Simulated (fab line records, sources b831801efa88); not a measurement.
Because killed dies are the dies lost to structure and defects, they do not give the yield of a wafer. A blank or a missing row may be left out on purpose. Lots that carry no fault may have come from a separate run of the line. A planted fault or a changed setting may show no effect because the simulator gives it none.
fab line records	flow gf180mcu	part 2 of 2: steps 27 to 35 of 35
record lots=5	wafers=15	last_day=32
route steps=602 shown M4@473 V4@476 MIM@503
lots that met no fault: from a run of the same line without faults
start_h: hours from the record's opening day to when the first of the lot's shown wafers began	wait_h: time in hours since the lot's previous step	" the same as in the row above	L1.1+2: a row that stands for several wafers	- either no value or no given start	* or withheld: withheld	< > ~ a bound
route shown NAME@n: a module of which the file shows steps, and the number in the route of the first	usual: average and standard deviation across the fault-free wafers	same: alike in all rows	chamber/n: place in a boat	sites: the reading at each site	_std_site: how widely they spread, as a standard deviation	_edge_site: outer sites' mean less inner sites'	radius_mm: how far each site lies from the wafer's centre	mask NAME#n: copy n	behind: tool/chamber where the wafer was last shaped	hold: reason for holding the lot/hours on hold/outcome of the hold	device: whichever transistor did not switch (one of n, p or np)	end of line: tests run on the same wafers once the route is complete	for a step that has no rows: nothing shown but its recipe	killed: dies that structure and defects cost at the first sort, which is not the same as the wafer's yield	map: a wafer's dies, x killed, . not, _ none there
set.NAME: setting as actually run; set.NAME@STEP: the setting as run at that earlier step	model.NAME: the simulator's own value behind a step, which no gauge read
lots at some steps of the route; a table a step, a row a wafer
services: a tool's chamber out of use, with start hour (start_h, from the record's first day; less than 0 if before it), hours out, and reason
## steps
# step GF_V4_CVD_23
# recipe material=W	target_thk_nm=350	time_s=104.9	temp_c=400	pressure_torr=40
# usual chamber_pressure_Torr=40.01/0.081	heater_power_w=925/76
# same time_s=104.9
lot.wafer	tool	chamber	start_h	wait_h	chamber_pressure_Torr	heater_power_w
L076.1	cvd_w-01	1	575.19	0.0	40.09	1032
L076.2	"	0	"	"	40.01	835
L076.3	"	1	"	"	39.91	988
L081.1	cvd_w-02	0	615.27	0.0	39.97	841
L081.4	"	1	"	"	39.88	1000
L081.5	"	1	"	"	39.90	988
L083.1	cvd_w-01	0	627.72	0.0	39.99	841
L083.2	"	1	"	"	39.92	1017
L083.5	"	0	"	"	39.91	842
L086.3	cvd_w-02	0	652.19	0.1	40.06	852
L086.4	"	1	"	"	40.01	998
L086.6	"	1	"	"	40.15	1019
L087.1	cvd_w-01	0	668.02	0.0	40.09	870
L087.4	"	1	"	"	39.98	1028
L087.6	"	0	"	"	40.07	837
# step GF_V4_RS_MEAS_24
# recipe thk_meas_gauge=four-point-probe	reads=W_of_V4_CVD_23+TiN_of_V4_SPUTTER_22+Ti_of_V4_SPUTTER_21
# usual V4_W_RS=0.327/0.0034
lot.wafer	tool	chamber	start_h	wait_h	V4_W_RS[ohm/sq]
L076.1	film_metro-04	-	575.62	0.4	0.334
L076.2	"	-	"	"	0.336
L076.3	"	-	"	"	0.337
L081.1	film_metro-04	-	615.85	0.5	0.327
L081.4	"	-	"	"	0.332
L081.5	"	-	"	"	0.332
L083.1	film_metro-03	-	627.84	0.1	0.328
L083.2	"	-	"	"	0.324
L083.5	"	-	"	"	0.327
L086.3	film_metro-04	-	652.31	0.1	0.326
L086.4	"	-	"	"	0.324
L086.6	"	-	"	"	0.321
L087.1	film_metro-04	-	668.13	0.1	0.330
L087.4	"	-	"	"	0.329
L087.6	"	-	"	"	0.334
# step GF_V4_THK_MEAS_25
# recipe thk_meas_gauge=xrf	reads=W_of_V4_CVD_23
# usual V4_W_THK=352/4.4
lot.wafer	tool	chamber	start_h	wait_h	V4_W_THK[nm]
L076.1	film_metro-04	-	575.74	0.1	344
L076.2	"	-	"	"	344
L076.3	"	-	"	"	343
L081.1	film_metro-04	-	615.97	0.1	353
L081.4	"	-	"	"	349
L081.5	"	-	"	"	347
L083.1	film_metro-03	-	627.96	0.1	354
L083.2	"	-	"	"	356
L083.5	"	-	"	"	354
L086.3	film_metro-04	-	652.41	0.1	351
L086.4	"	-	"	"	351
L086.6	"	-	"	"	353
L087.1	film_metro-04	-	668.25	0.1	346
L087.4	"	-	"	"	346
L087.6	"	-	"	"	341
# step GF_V4_CMP_26
# recipe stop_on=SiO2	down_force_psi=3.5	platen_rpm=60	t_overpolish_s=15	target_thk_nm=0	pad_velocity_m_s=0.94248
# usual motor_current_A=10.9/0.97	overpolish_run_s=15.000/0.0085	time_to_endpoint_s=85.8/2.9
lot.wafer	tool	chamber	start_h	wait_h	motor_current_A	overpolish_run_s	time_to_endpoint_s
L076.2	cmp-02	0	575.85	0.1	10.7	15.003	85.9
L076.1	"	1	"	"	12.4	14.988	88.6
L076.3	"	2	"	"	10.1	15.000	88.5
L081.1	cmp-02	2	616.08	0.1	11.0	15.000	84.8
L081.4	"	0	"	"	11.8	14.985	86.0
L081.5	"	2	"	"	11.0	15.004	83.5
L083.1	cmp-02	3	628.02	0.1	10.7	15.009	81.8
L083.2	"	2	"	"	10.1	15.006	85.0
L083.5	"	0	"	"	11.3	15.003	85.0
L086.4	cmp-01	0	652.45	0.0	11.7	14.999	90.5
L086.3	"	3	"	"	9.3	14.990	86.2
L086.6	"	1	"	"	10.3	15.003	90.7
L087.4	cmp-01	2	668.41	0.1	11.1	15.005	84.9
L087.1	"	3	"	"	9.5	15.003	87.6
L087.6	"	0	"	"	12.2	14.996	90.8
# step GF_MIM_SPUTTER_00
# recipe material=Ti	target_thk_nm=37.5	arriving_ion_energy_ev=80	substrate_temp_c=200	chamber_pressure_pa=2	power_w=4000	time_s=150
# usual throttle_valve_pct=29.8/1.2
# same time_s=150
lot.wafer	tool	chamber	start_h	wait_h	throttle_valve_pct
L076.1	pvd_sputter-03	-	576.10	0.1	30.0
L076.2	"	-	"	"	30.0
L076.3	"	-	"	"	29.6
L081.1	pvd_sputter-03	-	616.33	0.2	29.8
L081.4	"	-	"	"	29.6
L081.5	"	-	"	"	30.0
L083.1	pvd_sputter-04	-	628.32	0.2	30.0
L083.2	"	-	"	"	30.9
L083.5	"	-	"	"	30.9
L086.3	pvd_sputter-02	-	652.75	0.1	30.3
L086.4	"	-	"	"	29.7
L086.6	"	-	"	"	30.8
L087.1	pvd_sputter-03	-	668.61	0.1	29.4
L087.4	"	-	"	"	31.0
L087.6	"	-	"	"	30.8
# step GF_MIM_SPUTTER_01
# recipe material=TiN	target_thk_nm=30	power_w=6500	time_s=25	chamber_pressure_pa=0.4
# usual throttle_valve_pct=29.8/1.2
# same time_s=25
lot.wafer	tool	chamber	start_h	wait_h	throttle_valve_pct
L076.1	pvd_sputter-03	-	576.20	0.1	29.9
L076.2	"	-	"	"	29.9
L076.3	"	-	"	"	29.6
L081.1	pvd_sputter-03	-	616.43	0.1	29.8
L081.4	"	-	"	"	29.7
L081.5	"	-	"	"	30.0
L083.1	pvd_sputter-04	-	628.42	0.1	30.1
L083.2	"	-	"	"	31.0
L083.5	"	-	"	"	31.0
L086.3	pvd_sputter-02	-	652.85	0.1	30.4
L086.4	"	-	"	"	29.6
L086.6	"	-	"	"	30.6
L087.1	pvd_sputter-03	-	668.71	0.1	29.8
L087.4	"	-	"	"	30.8
L087.6	"	-	"	"	30.8
# step GF_MIM_SPUTTER_02
# recipe material=AlCu	target_thk_nm=450	power_w=10600	time_s=23.9	chamber_pressure_pa=0.4
# usual throttle_valve_pct=29.8/1.2
# same time_s=23.9
lot.wafer	tool	chamber	start_h	wait_h	throttle_valve_pct
L076.1	pvd_sputter-03	-	576.23	0.0	29.9
L076.2	"	-	"	"	30.1
L076.3	"	-	"	"	29.7
L081.1	pvd_sputter-03	-	616.46	0.0	30.0
L081.4	"	-	"	"	29.7
L081.5	"	-	"	"	29.9
L083.1	pvd_sputter-04	-	628.45	0.0	30.2
L083.2	"	-	"	"	31.0
L083.5	"	-	"	"	30.8
L086.3	pvd_sputter-02	-	652.88	0.0	30.3
L086.4	"	-	"	"	29.8
L086.6	"	-	"	"	30.4
L087.1	pvd_sputter-03	-	668.75	0.0	29.9
L087.4	"	-	"	"	30.7
L087.6	"	-	"	"	30.9
# step GF_MIM_SPUTTER_03
# recipe material=Ti	target_thk_nm=10	substrate_temp_c=300	chamber_pressure_pa=0.3	power_w=3000	time_s=6.7
# usual throttle_valve_pct=29.8/1.2
# same time_s=6.7
lot.wafer	tool	chamber	start_h	wait_h	throttle_valve_pct
L076.1	pvd_sputter-03	-	576.26	0.0	30.1
L076.2	"	-	"	"	29.9
L076.3	"	-	"	"	29.8
L081.1	pvd_sputter-03	-	616.49	0.0	30.1
L081.4	"	-	"	"	29.7
L081.5	"	-	"	"	29.7
L083.1	pvd_sputter-04	-	628.48	0.0	30.1
L083.2	"	-	"	"	31.0
L083.5	"	-	"	"	30.8
L086.3	pvd_sputter-02	-	652.91	0.0	30.7
L086.4	"	-	"	"	29.6
L086.6	"	-	"	"	30.3
L087.1	pvd_sputter-03	-	668.78	0.0	29.6
L087.4	"	-	"	"	30.7
L087.6	"	-	"	"	31.1
# step GF_MIM_SPUTTER_04
# recipe material=TiN	target_thk_nm=50	power_w=6500	time_s=41.7	chamber_pressure_pa=0.4
# usual throttle_valve_pct=29.8/1.2
# same time_s=41.7
lot.wafer	tool	chamber	start_h	wait_h	throttle_valve_pct
L076.1	pvd_sputter-03	-	576.28	0.0	30.1
L076.2	"	-	"	"	30.2
L076.3	"	-	"	"	29.7
L081.1	pvd_sputter-03	-	616.51	0.0	29.8
L081.4	"	-	"	"	29.8
L081.5	"	-	"	"	29.7
L083.1	pvd_sputter-04	-	628.50	0.0	30.2
L083.2	"	-	"	"	30.9
L083.5	"	-	"	"	30.9
L086.3	pvd_sputter-02	-	652.93	0.0	30.6
L086.4	"	-	"	"	29.7
L086.6	"	-	"	"	30.3
L087.1	pvd_sputter-03	-	668.80	0.0	29.9
L087.4	"	-	"	"	30.6
L087.6	"	-	"	"	30.9
## services
tool	chamber	start_h	hours	kind
krf_scanner-02	-	530.32	3.6	pm
cmp-01	-	531.35	0.9	repair
hdpcvd-01	2	533.85	3.1	repair
hdpcvd-02	-	539.25	15.0	pm
rie_diel-01	-	540.84	2.8	pm
pvd_sputter-04	-	564.25	2.8	repair
krf_scanner-01	-	569.86	0.5	repair
cmp-01	-	572.00	4.0	pm
hdpcvd-02	2	573.95	23.3	repair
rie_diel-03	1	577.50	13.6	repair
plasma_asher-01	-	583.33	0.5	repair
cmp-01	-	593.51	4.6	repair
plasma_asher-02	-	593.55	14.6	pm
krf_scanner-02	-	599.32	1.0	pm
hdpcvd-02	0	604.00	11.5	repair
cvd_w-01	-	604.31	14.6	pm
cmp-01	-	613.35	5.5	pm
pvd_sputter-02	-	622.09	5.3	repair
krf_scanner-02	-	629.70	1.3	pm
cmp-01	-	634.08	5.6	pm
rie_diel-01	1	636.90	7.6	repair
cvd_w-01	-	650.22	0.9	repair
cvd_w-01	-	651.87	1.1	repair
pvd_sputter-04	-	665.72	1.5	repair
